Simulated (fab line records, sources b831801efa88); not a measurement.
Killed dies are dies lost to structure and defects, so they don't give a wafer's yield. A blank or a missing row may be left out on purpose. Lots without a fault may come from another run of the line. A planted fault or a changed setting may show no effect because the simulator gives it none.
fab line records | flow sky130
record lots=5 wafers=15 last_day=50
route steps=708 shown NWELL@81 PWDE@84 VT_ADJUST_HVTP@85 VT_ADJUST_LVTN@97 VT_ADJUST_NCORE@119
lots that met no fault: from a run of the same line without faults
start_h: hours from the record's first day to the start of the lot's first wafer shown | wait_h: hours since the lot's step before | " the same as in the row above | L1.1+2: a row that stands for several wafers | - no value, or no start given | * or withheld: withheld | < > ~ a bound
route shown NAME@n: a module of which the file shows steps, and the number in the route of the first | usual: mean/standard deviation of fault-free wafers | same: alike in all rows | chamber/n: place in a boat | sites: the reading at each site | _std_site: their standard deviation | _edge_site: outer sites' mean less inner sites' | radius_mm: how far each site lies from the wafer's centre | mask NAME#n: copy n | behind: the tool/chamber that last shaped the wafer | hold: why the lot was held/for how many hours/how that ended | device: the transistor (n, p or np) that didn't switch | end of line: the same wafers' tests at the end of the route | a step without rows: its recipe alone | killed: dies lost to structure and defects at the first sort, not the wafer's yield | map: a wafer's dies, x killed, . not, _ none there
set.NAME: the setting as run; set.NAME@STEP: as run at that earlier step | model.NAME: the simulator's own value behind a step, which no gauge read
lots at some steps of the route; a table a step, a row a wafer
services: from which hour (start_h, from the record's first day; less than 0 if before it) a tool's chamber was out of use, for how many hours, and why
## steps
# step SKY_NWELL_RTA_28
# recipe temp_c=1050 time_s=30 idle_temp_c=650 ramp_up_c_per_s=150 ramp_down_c_per_s=90 ambient=N2
# usual lamp_power_pct=25.30/0.051 wafer_temp_C_max=1055.0/0.86
# columns lot.wafer tool chamber start_h wait_h lamp_power_pct wafer_temp_C_max
L075.1 rtp_anneal-01 0 105.16 0.0 25.29 1055.0
L075.2 " 0 " " 25.24 1053.7
L075.6 " 0 " " 25.31 1054.8
L079.1 rtp_anneal-02 0 131.55 0.0 25.31 1053.7
L079.3 " 0 " " 25.23 1054.5
L079.4 " 0 " " 25.30 1056.4
L084.4 rtp_anneal-02 0 159.14 0.1 25.27 1054.3
L084.5 " 0 " " 25.31 1054.7
L084.6 " 0 " " 25.31 1053.6
L085.1 rtp_anneal-01 0 164.60 0.0 25.32 1053.1
L085.5 " 0 " " 25.23 1053.9
L085.6 " 0 " " 25.30 1054.7
L096.2 rtp_anneal-01 0 240.00 0.0 25.37 1056.1
L096.3 " 0 " " 25.38 1053.8
L096.4 " 0 " " 25.24 1055.0
# step SKY_NWELL_RS_MEAS_29
# recipe thk_meas_gauge=four-point-probe
# usual NWELL_RS=624.8/1.5
# columns lot.wafer tool chamber start_h wait_h NWELL_RS[ohm/sq]
L075.1 film_metro-01 - 105.26 0.1 624.8
L075.2 " - " " 623.5
L075.6 " - " " 624.6
L079.1 film_metro-02 - 131.65 0.1 624.7
L079.3 " - " " 626.1
L079.4 " - " " 622.4
L084.4 film_metro-01 - 159.25 0.1 622.8
L084.5 " - " " 622.6
L084.6 " - " " 623.2
L085.1 film_metro-02 - 164.70 0.1 626.9
L085.5 " - " " 626.7
L085.6 " - " " 628.0
L096.2 film_metro-01 - 240.11 0.1 625.9
L096.3 " - " " 623.8
L096.4 " - " " 624.2
# step SKY_NWELL_RS_MEAS_31
# recipe thk_meas_gauge=four-point-probe
# usual PWDE_RS=5271/17
# columns lot.wafer tool chamber start_h wait_h PWDE_RS[ohm/sq]
L075.1 film_metro-01 - 105.50 0.1 5291
L075.2 " - " " 5278
L075.6 " - " " 5264
L079.1 film_metro-02 - 131.89 0.1 5236
L079.3 " - " " 5242
L079.4 " - " " 5241
L084.4 film_metro-01 - 159.49 0.1 5267
L084.5 " - " " 5271
L084.6 " - " " 5290
L085.1 film_metro-02 - 164.94 0.1 5257
L085.5 " - " " 5260
L085.6 " - " " 5261
L096.2 film_metro-01 - 240.35 0.1 5271
L096.3 " - " " 5271
L096.4 " - " " 5275
# step SKY_VT_ADJUST_HVTP_DEHYDRATE_00
# recipe temp_c=200 time_s=60
# usual heater_power_total_W=160.37/0.14 plate_temp_C=200.00/0.17
# columns lot.wafer tool chamber start_h wait_h heater_power_total_W plate_temp_C
L075.1 litho_track-02 0 114.56 9.0 160.14 199.89
L075.2 " 0 " " 160.25 199.90
L075.6 " 0 " " 160.50 200.04
L079.1 litho_track-04 0 140.94 9.0 160.18 200.02
L079.3 " 0 " " 160.33 199.84
L079.4 " 0 " " 160.14 199.91
L084.4 litho_track-04 0 169.12 9.6 160.32 199.95
L084.5 " 0 " " 160.56 199.90
L084.6 " 0 " " 160.17 199.97
L085.1 litho_track-01 0 174.50 9.5 160.41 199.67
L085.5 " 0 " " 160.39 199.87
L085.6 " 0 " " 160.57 199.86
L096.2 litho_track-01 0 251.03 10.7 160.39 199.85
L096.3 " 0 " " 160.43 200.09
L096.4 " 0 " " 160.54 199.89
# step SKY_VT_ADJUST_HVTP_HMDS_01
# recipe prime_time_s=60 prime_temp_c=120
# columns lot.wafer tool chamber start_h wait_h
L075.1+2+6 litho_track-02 0 114.71 0.1
L079.1+3+4 litho_track-04 0 141.09 0.1
L084.4+5+6 litho_track-04 0 169.27 0.1
L085.1+5+6 litho_track-01 0 174.65 0.1
L096.2+3+4 litho_track-01 0 251.18 0.1
# step SKY_VT_ADJUST_HVTP_COAT_02
# recipe resist=NOVOLAK spin_rpm=3000 resist_thk_nm=1140
# columns lot.wafer tool chamber start_h wait_h
L075.1+2+6 litho_track-02 0 114.86 0.1
L079.1+3+4 litho_track-04 0 141.24 0.1
L084.4+5+6 litho_track-04 0 169.42 0.1
L085.1+5+6 litho_track-01 0 174.80 0.1
L096.2+3+4 litho_track-01 0 251.33 0.1
# step SKY_VT_ADJUST_HVTP_SOFTBAKE_03
# recipe temp_c=90 time_s=60 resist=NOVOLAK
# usual heater_power_total_W=56.60/0.043 plate_temp_C=90.01/0.14
# columns lot.wafer tool chamber start_h wait_h heater_power_total_W plate_temp_C
L075.1 litho_track-02 0 115.01 0.1 56.63 90.17
L075.2 " 0 " " 56.58 90.17
L075.6 " 0 " " 56.58 90.11
L079.1 litho_track-04 0 141.39 0.1 56.62 90.20
L079.3 " 0 " " 56.60 90.02
L079.4 " 0 " " 56.65 89.93
L084.4 litho_track-04 0 169.57 0.1 56.65 89.90
L084.5 " 0 " " 56.67 90.09
L084.6 " 0 " " 56.65 89.92
L085.1 litho_track-01 0 174.95 0.1 56.54 89.84
L085.5 " 0 " " 56.60 89.73
L085.6 " 0 " " 56.63 89.79
L096.2 litho_track-01 0 251.48 0.1 56.65 89.99
L096.3 " 0 " " 56.53 89.85
L096.4 " 0 " " 56.58 89.92
# step SKY_VT_ADJUST_HVTP_EXPOSE_04
# recipe mask_id=HVTPM na=0.6 source_shape=conventional sigma_outer=0.6 polarization=unpolarized target_cd_nm=380 dose_mj=140
# same sigma_outer=0.6
# columns lot.wafer tool chamber start_h wait_h mask
L075.1+2+6 iline_stepper-02 0 - - HVTPM#0
L079.1+3+4 iline_stepper-01 0 - - HVTPM#0
L084.4+5+6 iline_stepper-02 0 - - HVTPM#0
L085.1+5+6 iline_stepper-02 0 - - HVTPM#0
L096.2+3+4 iline_stepper-02 0 - - HVTPM#0
# step SKY_VT_ADJUST_HVTP_PEB_05
# recipe temp_c=withheld time_s=* resist=NOVOLAK
# columns lot.wafer tool chamber start_h wait_h
L075.1+2+6 litho_track-01 0 - -
L079.1+3+4 litho_track-01 0 - -
L084.4+5+6 litho_track-02 0 - -
L085.1+5+6 litho_track-01 0 - -
L096.2+3+4 litho_track-01 0 - -
# step SKY_VT_ADJUST_HVTP_DEVELOP_06
# recipe resist=NOVOLAK developer=TMAH develop_time_s=60 dev_temp_c=23
# columns lot.wafer tool chamber start_h wait_h
L075.1+2+6 litho_track-01 0 123.90 0.1
L079.1+3+4 litho_track-01 0 150.30 0.1
L084.4+5+6 litho_track-02 0 179.73 0.1
L085.1+5+6 litho_track-01 0 184.30 0.1
L096.2+3+4 litho_track-01 0 263.58 0.1
# step SKY_VT_ADJUST_HVTP_CD_MEAS_07
# recipe target_cd_nm=380
# usual cd_nm=380.9/2
# columns lot.wafer tool chamber start_h wait_h cd_nm
L075.1 cd_sem-02 - 124.05 0.1 380.9
L075.2 " - " " 379.2
L075.6 " - " " 379.9
L079.1 cd_sem-02 - 150.45 0.1 381.2
L079.3 " - " " 381.7
L079.4 " - " " 381.0
L084.4 cd_sem-01 - 179.87 0.1 377.9
L084.5 " - " " 380.3
L084.6 " - " " 379.7
L085.1 cd_sem-01 - 184.45 0.1 378.9
L085.5 " - " " 378.7
L085.6 " - " " 377.9
L096.2 cd_sem-02 - 263.72 0.1 377.5
L096.3 " - " " 379.2
L096.4 " - " " 378.2
# step SKY_VT_ADJUST_HVTP_OVL_MEAS_08
# usual VT_ADJUST_HVTP_OVL=-0.1/1.3
# columns lot.wafer tool chamber start_h wait_h VT_ADJUST_HVTP_OVL[nm]
L075.1 overlay-02 - 124.17 0.1 0.7
L075.2 " - " " -0.2
L075.6 " - " " 1.5
L079.1 overlay-01 - 150.57 0.1 -0.3
L079.3 " - " " -0.4
L079.4 " - " " 1.0
L084.4 overlay-02 - 179.94 0.1 1.0
L084.5 " - " " 0.9
L084.6 " - " " 0.7
L085.1 overlay-01 - 184.57 0.1 0.1
L085.5 " - " " 0.6
L085.6 " - " " 0.9
L096.2 overlay-02 - 263.83 0.1 0.4
L096.3 " - " " -0.5
L096.4 " - " " -0.2
# step SKY_VT_ADJUST_HVTP_IMPLANT_09
# recipe species=As energy_kev=150 dose_cm2=4.3e+12 tilt_deg=withheld
# same implant_ion_amu=75
# columns lot.wafer tool chamber start_h wait_h
L075.1+2+6 implanter-01 0 124.21 0.0
L079.1+3+4 implanter-01 0 150.61 0.0
L084.4+5+6 implanter-04 0 180.04 0.1
L085.1+5+6 implanter-01 0 184.61 0.0
L096.2+3+4 implanter-01 0 263.88 0.0
# step SKY_VT_ADJUST_HVTP_STRIP_10
# recipe chemistry=O2/N2 power_w=1400 pressure_mtorr=1500 platen_temp_c=withheld o2_flow_sccm=3000 n2_flow_sccm=300 overash_fraction=0.5
# usual drypump_motor_current_A=6.11/0.27 oes_product_au=0.715/0.0046 strip_time_to_endpoint_s=14.19/0.033
# columns lot.wafer tool chamber start_h wait_h drypump_motor_current_A oes_product_au rf_hours_counter_h strip_time_to_endpoint_s
L075.1 plasma_asher-03 1 124.36 0.1 6.35 0.713 45 14.20
L075.2 " 0 " " 5.65 0.720 45 14.19
L075.6 " 0 " " 5.66 0.714 - 14.20
L079.1 plasma_asher-01 0 150.76 0.1 6.26 0.709 3 14.23
L079.3 " 1 " " 6.42 0.719 - 14.15
L079.4 " 0 " " 6.24 0.714 - 14.19
L084.4 plasma_asher-01 0 180.15 0.1 6.27 0.717 - 14.19
L084.5 " 0 " " 6.31 0.712 - 14.19
L084.6 " 1 " " 6.40 0.716 - 14.20
L085.1 plasma_asher-02 1 184.76 0.1 6.17 0.718 34 14.18
L085.5 " 0 " " 5.84 0.710 - 14.17
L085.6 " 1 " " 6.18 0.721 - 14.20
L096.2 plasma_asher-01 0 264.01 0.1 6.23 0.716 14 14.19
L096.3 " 1 " " 6.41 0.711 - 14.19
L096.4 " 0 " " 6.29 0.717 - 14.19
# step SKY_VT_ADJUST_HVTP_TW_MEAS_11
# usual VT_ADJUST_HVTP_TW=1362/22
# columns lot.wafer tool chamber start_h wait_h VT_ADJUST_HVTP_TW
L075.1 film_metro-03 - 124.46 0.1 1343
L075.2 " - " " 1330
L075.6 " - " " 1335
L079.1 film_metro-03 - 150.86 0.1 1346
L079.3 " - " " 1345
L079.4 " - " " 1348
L084.4 film_metro-03 - 180.24 0.1 1339
L084.5 " - " " 1341
L084.6 " - " " 1336
L085.1 film_metro-04 - 184.86 0.1 1395
L085.5 " - " " 1393
L085.6 " - " " 1392
L096.2 film_metro-04 - 264.12 0.1 1390
L096.3 " - " " 1392
L096.4 " - " " 1387
# step SKY_VT_ADJUST_LVTN_DEHYDRATE_00
# recipe temp_c=200 time_s=60
# usual heater_power_total_W=160.35/0.12 plate_temp_C=199.99/0.17
# columns lot.wafer tool chamber start_h wait_h heater_power_total_W plate_temp_C
L075.1 litho_track-03 0 132.49 8.0 160.29 200.00
L075.2 " 0 " " 160.50 200.11
L075.6 " 0 " " 160.29 200.05
L079.1 litho_track-01 0 159.65 8.8 160.36 199.94
L079.3 " 0 " " 160.18 199.97
L079.4 " 0 " " 160.38 199.64
L084.4 litho_track-03 0 190.26 10.0 160.35 200.27
L084.5 " 0 " " 160.50 200.20
L084.6 " 0 " " 160.29 200.07
L085.1 litho_track-03 0 195.29 10.4 160.38 199.87
L085.5 " 0 " " 160.33 199.74
L085.6 " 0 " " 160.56 200.12
L096.2 litho_track-01 0 275.18 11.0 160.50 200.35
L096.3 " 0 " " 160.27 200.23
L096.4 " 0 " " 160.13 200.24
# step SKY_VT_ADJUST_LVTN_HMDS_01
# recipe prime_time_s=60 prime_temp_c=120
# columns lot.wafer tool chamber start_h wait_h
L075.1+2+6 litho_track-03 0 132.64 0.1
L079.1+3+4 litho_track-01 0 159.80 0.1
L084.4+5+6 litho_track-03 0 190.41 0.1
L085.1+5+6 litho_track-03 0 195.44 0.1
L096.2+3+4 litho_track-01 0 275.33 0.1
# step SKY_VT_ADJUST_LVTN_COAT_02
# recipe spin_rpm=2000 resist_thk_nm=3000
# columns lot.wafer tool chamber start_h wait_h
L075.1+2+6 litho_track-03 0 132.79 0.1
L079.1+3+4 litho_track-01 0 159.95 0.1
L084.4+5+6 litho_track-03 0 190.56 0.1
L085.1+5+6 litho_track-03 0 195.59 0.1
L096.2+3+4 litho_track-01 0 275.48 0.1
# step SKY_VT_ADJUST_LVTN_SOFTBAKE_03
# recipe temp_c=110 time_s=withheld
# usual heater_power_total_W=65.31/0.14 plate_temp_C=109.97/0.14
# columns lot.wafer tool chamber start_h wait_h heater_power_total_W plate_temp_C
L075.1 litho_track-03 0 132.94 0.1 65.20 109.79
L075.2 " 0 " " 65.44 109.93
L075.6 " 0 " " 65.38 110.09
L079.1 litho_track-01 0 160.10 0.1 65.48 110.17
L079.3 " 0 " " 65.25 110.03
L079.4 " 0 " " 65.16 110.07
L084.4 litho_track-03 0 190.74 0.1 65.56 109.87
L084.5 " 0 " " 65.45 109.92
L084.6 " 0 " " 65.07 109.77
L085.1 litho_track-03 0 195.74 0.1 65.17 110.04
L085.5 " 0 " " 65.17 110.05
L085.6 " 0 " " 65.09 110.03
L096.2 litho_track-01 0 275.63 0.1 65.34 109.95
L096.3 " 0 " " 65.51 109.86
L096.4 " 0 " " 65.25 109.97
# step SKY_VT_ADJUST_LVTN_EXPOSE_04
# recipe mask_id=NWM_COMPLEMENT_LESS_NATIVE na=0.6 source_shape=conventional sigma_outer=0.6 polarization=unpolarized target_cd_nm=840 dose_mj=194
# same sigma_outer=0.6
# columns lot.wafer tool chamber start_h wait_h mask
L075.1+2+6 iline_stepper-02 0 - - NWM_COMPLEMENT_LESS_NATIVE#0
L079.1+3+4 iline_stepper-02 0 - - NWM_COMPLEMENT_LESS_NATIVE#0
L084.4+5+6 iline_stepper-02 0 - - NWM_COMPLEMENT_LESS_NATIVE#0
L085.1+5+6 iline_stepper-01 0 - - NWM_COMPLEMENT_LESS_NATIVE#0
L096.2+3+4 iline_stepper-02 0 - - NWM_COMPLEMENT_LESS_NATIVE#0
# step SKY_VT_ADJUST_LVTN_PEB_05
# recipe temp_c=115 time_s=withheld
# usual heater_power_total_W=69.34/0.12 plate_temp_C=115.00/0.16
# columns lot.wafer tool chamber start_h wait_h heater_power_total_W plate_temp_C
L075.1 litho_track-01 0 - - 69.51 115.12
L075.2 " 0 " " 69.25 115.12
L075.6 " 0 " " 69.33 114.86
L079.1 litho_track-01 0 - - 69.20 115.11
L079.3 " 0 " " 69.30 114.98
L079.4 " 0 " " 69.30 114.61
L084.4 litho_track-01 0 - - 69.40 114.97
L084.5 " 0 " " 69.26 115.24
L084.6 " 0 " " 69.44 115.08
L085.1 litho_track-03 0 - - 69.36 114.93
L085.5 " 0 " " 69.46 115.01
L085.6 " 0 " " 69.37 114.91
L096.2 litho_track-01 0 - - 69.21 115.08
L096.3 " 0 " " 69.20 115.06
L096.4 " 0 " " 69.34 115.02
# step SKY_VT_ADJUST_LVTN_DEVELOP_06
# recipe wall_angle_deg=90 developer=TMAH develop_time_s=60 dev_temp_c=23
# columns lot.wafer tool chamber start_h wait_h
L075.1+2+6 litho_track-01 0 - -
L079.1+3+4 litho_track-01 0 - -
L084.4+5+6 litho_track-01 0 - -
L085.1+5+6 litho_track-03 0 - -
L096.2+3+4 litho_track-01 0 - -
# step SKY_VT_ADJUST_LVTN_OVL_MEAS_07
# usual VT_ADJUST_LVTN_OVL=1.3/1.4
# columns lot.wafer tool chamber start_h wait_h VT_ADJUST_LVTN_OVL[nm]
L075.1 overlay-02 - 142.55 - -0.2
L075.2 " - " " 0.9
L075.6 " - " " 0.9
L079.1 overlay-02 - 170.50 - 0.9
L079.3 " - " " 2.7
L079.4 " - " " -0.5
L084.4 overlay-01 - 201.32 - 1.6
L084.5 " - " " 2.8
L084.6 " - " " 1.3
L085.1 overlay-02 - 205.89 - 2.3
L085.5 " - " " 4.3
L085.6 " - " " 1.3
L096.2 overlay-01 - 288.81 - 1.1
L096.3 " - " " -0.6
L096.4 " - " " 1.2
# step SKY_VT_ADJUST_LVTN_IMPLANT_08
# recipe species=B energy_kev=30 dose_cm2=1.57e+12 tilt_deg=withheld
# same implant_ion_amu=11
# columns lot.wafer tool chamber start_h wait_h
L075.1+2+6 implanter-03 0 142.59 0.0
L079.1+3+4 implanter-02 0 170.54 0.0
L084.4+5+6 implanter-01 0 201.41 0.1
L085.1+5+6 implanter-03 0 205.92 0.0
L096.2+3+4 implanter-03 0 288.86 0.0
# step SKY_VT_ADJUST_LVTN_STRIP_09
# recipe chemistry=O2/N2 power_w=1400 pressure_mtorr=1500 platen_temp_c=withheld o2_flow_sccm=3000 n2_flow_sccm=300 overash_fraction=0.5
# usual drypump_motor_current_A=6.2/0.35 oes_product_au=0.722/0.0047 strip_time_to_endpoint_s=36.99/0.12
# columns lot.wafer tool chamber start_h wait_h drypump_motor_current_A oes_product_au rf_hours_counter_h strip_time_to_endpoint_s
L075.1 plasma_asher-01 1 142.74 0.1 6.4 0.728 2 37.17
L075.2 " 0 " " 6.3 0.722 2 37.05
L075.6 " 1 " " 6.4 0.710 - 37.06
L079.1 plasma_asher-01 1 170.69 0.1 6.4 0.724 5 36.80
L079.3 " 0 " " 6.3 0.727 - 36.82
L079.4 " 1 " " 6.4 0.721 - 36.86
L084.4 plasma_asher-03 1 201.52 0.1 6.3 0.735 - 36.93
L084.5 " 0 " " 5.6 0.719 - 36.99
L084.6 " 1 " " 6.3 0.720 - 36.82
L085.1 plasma_asher-01 0 206.07 0.1 6.3 0.730 9 36.74
L085.5 " 1 " " 6.4 0.721 - 36.76
L085.6 " 0 " " 6.3 0.717 - 36.64
L096.2 plasma_asher-04 1 288.99 0.1 6.8 0.719 57 37.15
L096.3 " 1 " " 6.7 0.718 - 37.14
L096.4 " 0 " " 5.2 0.725 - 37.15
# step SKY_VT_ADJUST_LVTN_TW_MEAS_10
# usual VT_ADJUST_LVTN_TW=240.8/1.6
# columns lot.wafer tool chamber start_h wait_h VT_ADJUST_LVTN_TW
L075.1 film_metro-02 - 142.84 0.1 241.3
L075.2 " - " " 241.8
L075.6 " - " " 240.5
L079.1 film_metro-03 - 170.79 0.1 238.6
L079.3 " - " " 238.6
L079.4 " - " " 238.6
L084.4 film_metro-02 - 201.62 0.1 242.9
L084.5 " - " " 241.2
L084.6 " - " " 243.8
L085.1 film_metro-03 - 206.17 0.1 239.2
L085.5 " - " " 240.3
L085.6 " - " " 239.7
L096.2 film_metro-02 - 289.10 0.1 241.2
L096.3 " - " " 241.6
L096.4 " - " " 241.0
# step SKY_VT_ADJUST_LVTN_DEHYDRATE_11
# recipe temp_c=200 time_s=60
# usual heater_power_total_W=160.39/0.12 plate_temp_C=199.99/0.16
# columns lot.wafer tool chamber start_h wait_h heater_power_total_W plate_temp_C
L075.1 litho_track-03 0 151.79 8.9 160.48 200.17
L075.2 " 0 " " 160.28 200.05
L075.6 " 0 " " 160.49 200.18
L079.1 litho_track-02 0 180.46 9.7 160.52 199.98
L079.3 " 0 " " 160.36 200.22
L079.4 " 0 " " 160.52 200.02
L084.4 litho_track-01 0 212.03 10.4 160.40 199.79
L084.5 " 0 " " 160.27 199.68
L084.6 " 0 " " 160.43 199.85
L085.1 litho_track-03 0 217.39 11.2 160.39 200.06
L085.5 " 0 " " 160.19 199.99
L085.6 " 0 " " 160.29 200.19
L096.2 litho_track-01 0 300.53 11.4 160.31 199.93
L096.3 " 0 " " 160.50 200.07
L096.4 " 0 " " 160.52 200.12
# step SKY_VT_ADJUST_LVTN_HMDS_12
# recipe prime_time_s=60 prime_temp_c=120
# columns lot.wafer tool chamber start_h wait_h
L075.1+2+6 litho_track-03 0 151.94 0.1
L079.1+3+4 litho_track-02 0 180.61 0.1
L084.4+5+6 litho_track-01 0 212.18 0.1
L085.1+5+6 litho_track-03 0 217.54 0.1
L096.2+3+4 litho_track-01 0 300.68 0.1
# step SKY_VT_ADJUST_LVTN_COAT_13
# recipe resist=NOVOLAK spin_rpm=3000 resist_thk_nm=1140
# columns lot.wafer tool chamber start_h wait_h
L075.1+2+6 litho_track-03 0 152.09 0.1
L079.1+3+4 litho_track-02 0 180.76 0.1
L084.4+5+6 litho_track-01 0 212.33 0.1
L085.1+5+6 litho_track-03 0 217.69 0.1
L096.2+3+4 litho_track-01 0 300.83 0.1
# step SKY_VT_ADJUST_LVTN_SOFTBAKE_14
# recipe temp_c=90 time_s=60 resist=NOVOLAK
# usual heater_power_total_W=56.60/0.042 plate_temp_C=89.99/0.13
# columns lot.wafer tool chamber start_h wait_h heater_power_total_W plate_temp_C
L075.1 litho_track-03 0 152.24 0.1 56.56 90.14
L075.2 " 0 " " 56.59 89.89
L075.6 " 0 " " 56.62 90.12
L079.1 litho_track-02 0 180.91 0.1 56.56 90.06
L079.3 " 0 " " 56.66 89.90
L079.4 " 0 " " 56.64 90.07
L084.4 litho_track-01 0 212.48 0.1 56.57 90.03
L084.5 " 0 " " 56.60 90.23
L084.6 " 0 " " 56.57 89.92
L085.1 litho_track-03 0 217.84 0.1 56.58 90.14
L085.5 " 0 " " 56.59 90.36
L085.6 " 0 " " 56.56 89.98
L096.2 litho_track-01 0 300.98 0.1 56.55 89.84
L096.3 " 0 " " 56.55 89.72
L096.4 " 0 " " 56.50 89.92
# step SKY_VT_ADJUST_LVTN_EXPOSE_15
# recipe mask_id=HVN_STD_DERIVED na=0.6 source_shape=conventional sigma_outer=0.6 polarization=unpolarized target_cd_nm=600 dose_mj=163
# same sigma_outer=0.6
# columns lot.wafer tool chamber start_h wait_h mask
L075.1+2+6 iline_stepper-01 0 - - HVN_STD_DERIVED#0
L079.1+3+4 iline_stepper-01 0 - - HVN_STD_DERIVED#0
L084.4+5+6 iline_stepper-02 0 - - HVN_STD_DERIVED#0
L085.1+5+6 iline_stepper-01 0 - - HVN_STD_DERIVED#0
L096.2+3+4 iline_stepper-01 0 - - HVN_STD_DERIVED#0
# step SKY_VT_ADJUST_LVTN_PEB_16
# recipe temp_c=withheld time_s=* resist=NOVOLAK
# columns lot.wafer tool chamber start_h wait_h
L075.1+2+6 litho_track-03 0 - -
L079.1+3+4 litho_track-01 0 - -
L084.4+5+6 litho_track-03 0 - -
L085.1+5+6 litho_track-03 0 - -
L096.2+3+4 litho_track-01 0 - -
# step SKY_VT_ADJUST_LVTN_DEVELOP_17
# recipe resist=NOVOLAK developer=TMAH develop_time_s=60 dev_temp_c=23
# columns lot.wafer tool chamber start_h wait_h
L075.1+2+6 litho_track-03 0 161.99 0.1
L079.1+3+4 litho_track-01 0 191.65 0.1
L084.4+5+6 litho_track-03 0 223.41 0.1
L085.1+5+6 litho_track-03 0 228.54 0.1
L096.2+3+4 litho_track-01 0 314.43 0.1
# step SKY_VT_ADJUST_LVTN_OVL_MEAS_18
# usual VT_ADJUST_LVTN_01_OVL=0.4/1.6
# columns lot.wafer tool chamber start_h wait_h VT_ADJUST_LVTN_01_OVL[nm]
L075.1 overlay-01 - 162.14 0.1 1.9
L075.2 " - " " -0.9
L075.6 " - " " -2.7
L079.1 overlay-01 - 191.80 0.1 -2.2
L079.3 " - " " -0.9
L079.4 " - " " 2.2
L084.4 overlay-01 - 223.50 0.1 2.5
L084.5 " - " " 0.7
L084.6 " - " " 3.4
L085.1 overlay-02 - 228.69 0.1 1.9
L085.5 " - " " 1.8
L085.6 " - " " 0.3
L096.2 overlay-01 - 314.56 0.1 -2.1
L096.3 " - " " -3.5
L096.4 " - " " -0.3
# step SKY_VT_ADJUST_LVTN_IMPLANT_19
# recipe species=B energy_kev=30 dose_cm2=6.5e+11 tilt_deg=withheld
# same implant_ion_amu=11
# columns lot.wafer tool chamber start_h wait_h
L075.1+2+6 implanter-03 0 162.17 0.0
L079.1+3+4 implanter-01 0 191.84 0.0
L084.4+5+6 implanter-01 0 223.60 0.1
L085.1+5+6 implanter-01 0 228.72 0.0
L096.2+3+4 implanter-01 0 314.61 0.0
# step SKY_VT_ADJUST_LVTN_STRIP_20
# recipe chemistry=O2/N2 power_w=1400 pressure_mtorr=1500 platen_temp_c=withheld o2_flow_sccm=3000 n2_flow_sccm=300 overash_fraction=0.5
# usual drypump_motor_current_A=6.1/0.52 oes_product_au=0.715/0.0043 strip_time_to_endpoint_s=14.20/0.034
# columns lot.wafer tool chamber start_h wait_h drypump_motor_current_A oes_product_au rf_hours_counter_h strip_time_to_endpoint_s
L075.1 plasma_asher-04 0 162.32 0.1 5.2 0.716 49 14.24
L075.2 " 1 " " 6.7 0.715 49 14.21
L075.6 " 1 " " 6.7 0.713 - 14.22
L079.1 plasma_asher-03 1 191.99 0.1 6.4 0.717 52 14.23
L079.3 " 1 " " 6.3 0.715 - 14.23
L079.4 " 0 " " 5.6 0.722 - 14.19
L084.4 plasma_asher-01 0 223.71 0.1 6.3 0.718 - 14.19
L084.5 " 0 " " 6.3 0.712 - 14.19
L084.6 " 1 " " 6.4 0.716 - 14.24
L085.1 plasma_asher-03 1 228.87 0.1 6.3 0.715 56 14.22
L085.5 " 0 " " 5.7 0.722 - 14.25
L085.6 " 1 " " 6.3 0.711 - 14.23
L096.2 plasma_asher-01 0 314.74 0.1 6.3 0.706 20 14.23
L096.3 " 0 " " 6.3 0.712 - 14.19
L096.4 " 1 " " 6.4 0.713 - 14.19
# step SKY_VT_ADJUST_LVTN_TW_MEAS_21
# usual VT_ADJUST_LVTN_2_TW=187.5/1.3
# columns lot.wafer tool chamber start_h wait_h VT_ADJUST_LVTN_2_TW
L075.1 film_metro-01 - 162.42 0.1 187.2
L075.2 " - " " 187.4
L075.6 " - " " 188.4
L079.1 film_metro-03 - 192.09 0.1 184.5
L079.3 " - " " 185.8
L079.4 " - " " 185.5
L084.4 film_metro-02 - 223.80 0.1 188.8
L084.5 " - " " 188.0
L084.6 " - " " 189.8
L085.1 film_metro-01 - 228.97 0.1 189.4
L085.5 " - " " 188.8
L085.6 " - " " 188.8
L096.2 film_metro-01 - 314.85 0.1 188.9
L096.3 " - " " 188.7
L096.4 " - " " 188.2
# step SKY_VT_ADJUST_NCORE_DEHYDRATE_00
# recipe temp_c=200 time_s=60
# usual heater_power_total_W=160.37/0.12 plate_temp_C=199.98/0.17
# columns lot.wafer tool chamber start_h wait_h heater_power_total_W plate_temp_C
L075.1 litho_track-03 0 172.24 9.8 160.54 199.77
L075.2 " 0 " " 160.32 199.98
L075.6 " 0 " " 160.49 200.01
L079.1 litho_track-04 0 201.64 9.5 160.35 200.01
L079.3 " 0 " " 160.36 199.98
L079.4 " 0 " " 160.43 200.00
L084.4 litho_track-04 0 233.81 10.0 160.30 199.98
L084.5 " 0 " " 160.50 199.71
L084.6 " 0 " " 160.36 199.91
L085.1 litho_track-03 0 240.19 11.2 160.45 199.95
L085.5 " 0 " " 160.09 199.72
L085.6 " 0 " " 160.54 199.92
L096.2 litho_track-01 0 326.18 11.3 160.36 199.93
L096.3 " 0 " " 160.49 200.13
L096.4 " 0 " " 160.34 200.09
# step SKY_VT_ADJUST_NCORE_HMDS_01
# recipe prime_time_s=60 prime_temp_c=120
# columns lot.wafer tool chamber start_h wait_h
L075.1+2+6 litho_track-03 0 172.39 0.1
L079.1+3+4 litho_track-04 0 201.79 0.1
L084.4+5+6 litho_track-04 0 233.96 0.1
L085.1+5+6 litho_track-03 0 240.34 0.1
L096.2+3+4 litho_track-01 0 326.33 0.1
# step SKY_VT_ADJUST_NCORE_COAT_02
# recipe resist=NOVOLAK spin_rpm=3000 resist_thk_nm=1140
# columns lot.wafer tool chamber start_h wait_h
L075.1+2+6 litho_track-03 0 172.54 0.1
L079.1+3+4 litho_track-04 0 201.94 0.1
L084.4+5+6 litho_track-04 0 234.11 0.1
L085.1+5+6 litho_track-03 0 240.49 0.1
L096.2+3+4 litho_track-01 0 326.48 0.1
## services
# columns tool chamber start_h hours kind
plasma_asher-01 - 105.80 2.4 repair
plasma_asher-01 - 108.75 9.0 pm
plasma_asher-02 - 116.00 1.9 repair
rtp_anneal-01 - 126.99 1.2 pm
plasma_asher-01 - 129.77 3.5 repair
iline_stepper-02 - 153.83 1.7 pm
plasma_asher-02 - 164.29 3.3 repair
implanter-03 - 170.77 1.7 repair
plasma_asher-04 - 196.80 0.9 repair
iline_stepper-02 - 229.26 2.1 repair
implanter-04 - 230.71 1.2 repair
plasma_asher-04 - 242.77 28.1 pm
implanter-02 - 247.87 2.1 repair
implanter-03 - 248.58 2.5 repair
iline_stepper-01 - 248.67 1.7 pm
plasma_asher-04 - 270.87 15.6 pm
plasma_asher-02 - 271.41 2.8 pm
plasma_asher-03 - 274.26 3.3 repair
implanter-01 - 275.89 1.6 repair
iline_stepper-02 - 284.00 4.4 pm
iline_stepper-01 - 296.91 4.4 pm
iline_stepper-02 - 298.47 15.2 repair
implanter-03 - 298.86 13.6 pm
plasma_asher-03 - 321.76 4.3 pm
## key
fault none
